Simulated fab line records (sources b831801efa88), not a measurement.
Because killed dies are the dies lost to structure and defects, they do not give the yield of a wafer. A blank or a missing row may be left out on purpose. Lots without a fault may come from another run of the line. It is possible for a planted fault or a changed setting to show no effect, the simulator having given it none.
What tool caused it? -- flow sky130 -- Sampling: 13 lots, 39 wafers, 5 of 708 route steps

== WHAT THE GAUGES READ, wafer by wafer ==
SKY_NWELL_OVL_MEAS_23.
lot,measured,on,NWELL_01_OVL (nm)
L666,day 5 20:14,overlay-01,-0.2 0.3 0.0
L665,day 5 20:56,overlay-02,-1.3 -2.0 -2.5
L667,day 6 04:45,overlay-01,-2.7 -1.3 -4.2
L669,day 6 14:32,overlay-02,-2.8 -3.7 -3.8
L670,day 6 15:11,overlay-01,0.3 0.4 -0.4
L671,day 7 01:00,overlay-01,0.1 1.1 1.5
L673,day 7 12:56,overlay-02,-1.3 -1.3 -0.5
L674,day 7 17:27,overlay-01,-0.8 0.4 1.4
L675,day 7 23:54,overlay-02,-1.0 -1.2 -1.1
L676,day 8 06:29,overlay-01,1.5 2.0 1.7
L685,day 10 18:56,overlay-01,-1.9 -0.5 -1.3
L686,day 10 23:50,overlay-02,-0.3 0.5 -0.3
L687,day 11 02:32,overlay-01,3.9 3.6 4.1

SKY_VT_ADJUST_NCORE_TW_MEAS_11.
lot,measured,on,VT_ADJUST_NCORE_TW
L666,day 9 07:24,film_metro-04,216.5 215.8 216.2
L665,day 9 07:39,film_metro-04,215.9 216.6 215.4
L667,day 9 15:54,film_metro-03,214.9 215.7 214.6
L669,day 10 04:05,film_metro-01,216.9 217.6 215.4
L670,day 10 04:20,film_metro-04,215.6 216.8 216.7
L671,day 10 17:40,film_metro-01,215.9 214.9 215.9
L673,day 11 06:12,film_metro-01,214.8 215.5 214.6
L674,day 11 12:06,film_metro-01,215.1 215.4 215.0
L675,day 11 19:42,film_metro-03,213.9 213.0 214.5
L676,day 12 04:22,film_metro-01,214.6 215.1 214.8
L685,day 15 00:29,film_metro-01,221.9 223.5 221.7
L686,day 15 06:10,film_metro-01,222.0 222.6 220.9
L687,day 15 08:22,film_metro-01,215.7 214.1 213.0

SKY_VT_ADJUST_HVTR_CD_MEAS_07: target cd 380 nm.
lot,measured,on,cd_nm (nm)
L666,day 10 05:46,cd_sem-01,379.8 378.5 377.4
L665,day 10 06:04,cd_sem-02,382.4 385.8 385.2
L667,day 10 14:43,cd_sem-01,377.1 375.0 377.9
L669,day 11 03:23,cd_sem-02,376.4 377.8 375.1
L670,day 11 03:29,cd_sem-01,382.6 380.0 383.8
L671,day 11 17:23,cd_sem-01,378.3 379.9 381.3
L673,day 12 06:52,cd_sem-01,379.5 381.4 378.5
L674,day 12 12:22,cd_sem-02,379.7 383.3 382.9
L675,day 12 20:19,cd_sem-02,383.6 383.8 381.5
L676,day 13 04:38,cd_sem-02,378.9 381.3 380.4
L685,day 16 04:49,cd_sem-02,378.8 380.3 380.2
L686,day 16 10:17,cd_sem-01,384.2 380.6 380.9
L687,day 16 11:47,cd_sem-02,380.0 380.0 380.2

SKY_VT_ADJUST_HVTR_OVL_MEAS_08.
lot,measured,on,VT_ADJUST_HVTR_OVL (nm)
L666,day 10 05:52,overlay-01,2.1 1.4 3.1
L665,day 10 06:10,overlay-02,-0.4 1.1 0.8
L667,day 10 14:49,overlay-02,-1.4 0.7 -0.2
L669,day 11 03:31,overlay-02,-0.9 -1.7 -1.4
L670,day 11 03:37,overlay-02,1.1 1.2 1.1
L671,day 11 17:28,overlay-02,1.0 0.6 -0.1
L673,day 12 06:58,overlay-01,2.6 1.4 2.6
L674,day 12 12:28,overlay-01,-0.1 2.1 2.4
L675,day 12 20:25,overlay-02,-1.1 -1.8 -0.8
L676,day 13 04:46,overlay-01,-0.3 0.2 0.4
L685,day 16 04:55,overlay-02,-1.0 -0.2 0.2
L686,day 16 10:25,overlay-01,1.5 1.1 1.5
L687,day 16 11:55,overlay-02,0.6 1.4 0.9

== EACH LOT AND THE TOOL THAT RAN IT (in order: tool; ch and the chambers of the sampled wafers; start) ==
lot,SKY_VT_ADJUST_NCORE_IMPLANT_09
L666,"implanter-01 ch 0, day 9 07:10"
L665,"implanter-02 ch 0, day 9 07:25"
L667,"implanter-01 ch 0, day 9 15:40"
L669,"implanter-03 ch 0, day 10 03:50"
L670,"implanter-01 ch 0, day 10 04:05"
L671,"implanter-03 ch 0, day 10 17:26"
L673,"implanter-03 ch 0, day 11 05:58"
L674,"implanter-03 ch 0, day 11 11:52"
L675,"implanter-02 ch 0, day 11 19:28"
L676,"implanter-01 ch 0, day 12 04:07"
L685,"implanter-02 ch 0, day 15 00:15"
L686,"implanter-02 ch 0, day 15 05:55"
L687,"implanter-03 ch 0, day 15 08:07"
- SKY_VT_ADJUST_NCORE_IMPLANT_09

== WHAT THE TOOLS THEMSELVES READ (means of the sampled wafers that have a number; where no wafer has one, the mark that the record gives instead) ==
SKY_VT_ADJUST_NCORE_IMPLANT_09.
lot,tool,dose_ions_cm2,faraday_current_uA
L666,implanter-01,2.3981e+12,13.6
L665,implanter-02,2.3988e+12,13.7
L667,implanter-01,2.3994e+12,13.4
L669,implanter-03,2.4022e+12,13.6
L670,implanter-01,2.4026e+12,13.7
L671,implanter-03,2.3990e+12,13.3
L673,implanter-03,2.3971e+12,13.4
L674,implanter-03,2.3974e+12,13.6
L675,implanter-02,2.4012e+12,13.7
L676,implanter-01,2.3974e+12,13.6
L685,implanter-02,2.6867e+12,15.1
L686,implanter-02,2.6865e+12,15.4
L687,implanter-03,2.3972e+12,13.5

== THE ANSWER, worked out from the rows above alone ==
Rule: what is usual is taken from the lots themselves. Put in order of their means at a reading, lots are off if they are a third of the lots or fewer, leave a main group of 4 or more, and stand apart from it by a gap of 3 or more times the standard deviation of the main group's means; of several such gaps the widest counts. Not used: any main group whose means are identical at the precision the tables above print for the reading. A lot without any number at a reading at which 4 lots or more have one is off too. Any other lot the step has rows for is counted as sound. The gauges are gone through in route order, then the tools' own readings, and for those a lot's mean is taken as printed above. The first step at which some lot is off is used, and at that step the reading that is off furthest; a lot without a number counts as furthest.
Off: at SKY_VT_ADJUST_NCORE_TW_MEAS_11 (VT_ADJUST_NCORE_TW), L685, L686. The main group: mean 215.3, standard deviation 0.85.
If a tool, at a process step before that reading, ran all the lots that are off and no sound lot after the first of them, it fits. The gauges at SKY_VT_ADJUST_NCORE_TW_MEAS_11 aren't tried: what is off there is off at SKY_VT_ADJUST_NCORE_IMPLANT_09 too, on other tools, and a gauge's error can't cause that. One fits: SKY_VT_ADJUST_NCORE_IMPLANT_09 on implanter-02. A fault onset in the window from L675 (day 11 19:28, its last sound lot) to L685 (day 15 00:15, its first lot off) fits.
The tool's own readings at SKY_VT_ADJUST_NCORE_IMPLANT_09 bear it out: on the lots that are off they differ by more than 5 times the standard deviation of the sound lots' means. dose_ions_cm2 reads 2.6866e+12 there against 2.3991e+12 on the sound lots; faraday_current_uA reads 15.2 there against 13.6 on the sound lots.

== WHAT HAD BEEN PUT IN BY THE SIMULATOR ==
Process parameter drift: implanter-02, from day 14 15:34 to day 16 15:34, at SKY_VT_ADJUST_NCORE_IMPLANT_09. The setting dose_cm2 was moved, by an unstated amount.
Shown lots that were struck: L685, L686. The rule above found the same.
